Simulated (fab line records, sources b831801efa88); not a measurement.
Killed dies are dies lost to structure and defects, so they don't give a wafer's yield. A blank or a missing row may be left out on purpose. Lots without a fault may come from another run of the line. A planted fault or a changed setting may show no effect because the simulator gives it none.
Tool commonality check | flow gf180mcu | 13 lots, 39 wafers sampled

WHY IT WAS OPENED
At GF_VT_IMPLANT_TW_MEAS_43 the reading VT_IMPLANT_4_TW is flagged on 2 of 13 lots. Wafers without a fault read 688, standard deviation 4.9.
Rule: a lot is flagged when every wafer of it that has a number lies more than 4 standard deviations from that mean, or none has a number. The other lots count as sound.

lot  | measured     | on            | VT_IMPLANT_4_TW, wafer by wafer | flag
L635 | day 7 08:56  | film_metro-04 | 690 693 690                     |
L637 | day 8 02:47  | film_metro-04 | 688 681 685                     |
L641 | day 9 02:00  | film_metro-03 | 700 694 695                     |
L642 | day 9 14:08  | film_metro-03 | 698 696 700                     |
L644 | day 10 13:04 | film_metro-03 | 690 689 689                     |
L645 | day 10 21:05 | film_metro-04 | 684 684 684                     |
L647 | day 11 07:23 | film_metro-04 | 681 680 681                     |
L648 | day 11 08:02 | film_metro-04 | 682 680 682                     |
L652 | day 12 10:47 | film_metro-04 | 622 622 622                     | FLAGGED
L653 | day 12 12:28 | film_metro-01 | 681 685 684                     |
L654 | day 12 21:13 | film_metro-03 | 630 623 628                     | FLAGGED
L657 | day 13 17:14 | film_metro-04 | 681 679 678                     |
L658 | day 13 22:24 | film_metro-03 | 696 697 692                     |
The numbers of the flagged lots are 624 on average: -64 against the usual, or -13 standard deviations.

WHICH TOOL RAN EACH LOT
The record holds 1 process step before the reading, out of a route of 602 steps. In each cell: the tool, then ch and the chambers that the sampled wafers went through, then the start.
lot  | flag    | GF_VT_IMPLANT_IMPLANT_41
L635 |         | implanter-03 ch 0, day 7 08:41
L637 |         | implanter-03 ch 0, day 8 02:32
L641 |         | implanter-02 ch 0, day 9 01:47
L642 |         | implanter-03 ch 0, day 9 13:53
L644 |         | implanter-02 ch 0, day 10 12:50
L645 |         | implanter-04 ch 0, day 10 20:51
L647 |         | implanter-04 ch 0, day 11 07:08
L648 |         | implanter-03 ch 0, day 11 07:48
L652 | FLAGGED | implanter-03 ch 0, day 12 10:32
L653 |         | implanter-04 ch 0, day 12 12:13
L654 | FLAGGED | implanter-03 ch 0, day 12 21:00
L657 |         | implanter-04 ch 0, day 13 16:53
L658 |         | implanter-04 ch 0, day 13 22:11
What these steps do:
- GF_VT_IMPLANT_IMPLANT_41
- GF_VT_IMPLANT_TW_MEAS_43

FLAGGED OVER TOTAL, TOOL BY TOOL (the gauges that took the reading come last)
step                     | tool          | lots run | flagged | share of the flagged lots | sound lots run after its first flagged lot
GF_VT_IMPLANT_IMPLANT_41 | implanter-02  | 2        | 0       | none                      | -
GF_VT_IMPLANT_IMPLANT_41 | implanter-03  | 6        | 2       | all                       | 0
GF_VT_IMPLANT_IMPLANT_41 | implanter-04  | 5        | 0       | none                      | -
GF_VT_IMPLANT_TW_MEAS_43 | film_metro-01 | 1        | 0       | none                      | -
GF_VT_IMPLANT_TW_MEAS_43 | film_metro-03 | 5        | 1       | some                      | 1 (L658)
GF_VT_IMPLANT_TW_MEAS_43 | film_metro-04 | 7        | 1       | some                      | 1 (L657)

WHAT THE TABLE ALLOWS
1 row of the table ran every flagged lot: implanter-03 at GF_VT_IMPLANT_IMPLANT_41.
- implanter-03 at GF_VT_IMPLANT_IMPLANT_41: 2 of its 6 lots flagged. Its last sound lot is L648 (day 11 07:48), its first flagged lot L652 (day 12 10:32): a fault that began between those two fits. Its own readings lie more than 4 standard deviations out on every wafer of the flagged lots: beam_energy_keV.
One tool is left: implanter-03 at GF_VT_IMPLANT_IMPLANT_41.

WHAT THE SIMULATOR HAD PUT IN
Process parameter drift: implanter-03, from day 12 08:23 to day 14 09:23, at GF_VT_IMPLANT_IMPLANT_41. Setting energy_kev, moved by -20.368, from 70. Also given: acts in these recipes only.
Lots struck among those shown: L652, L654. The rule above found the same.
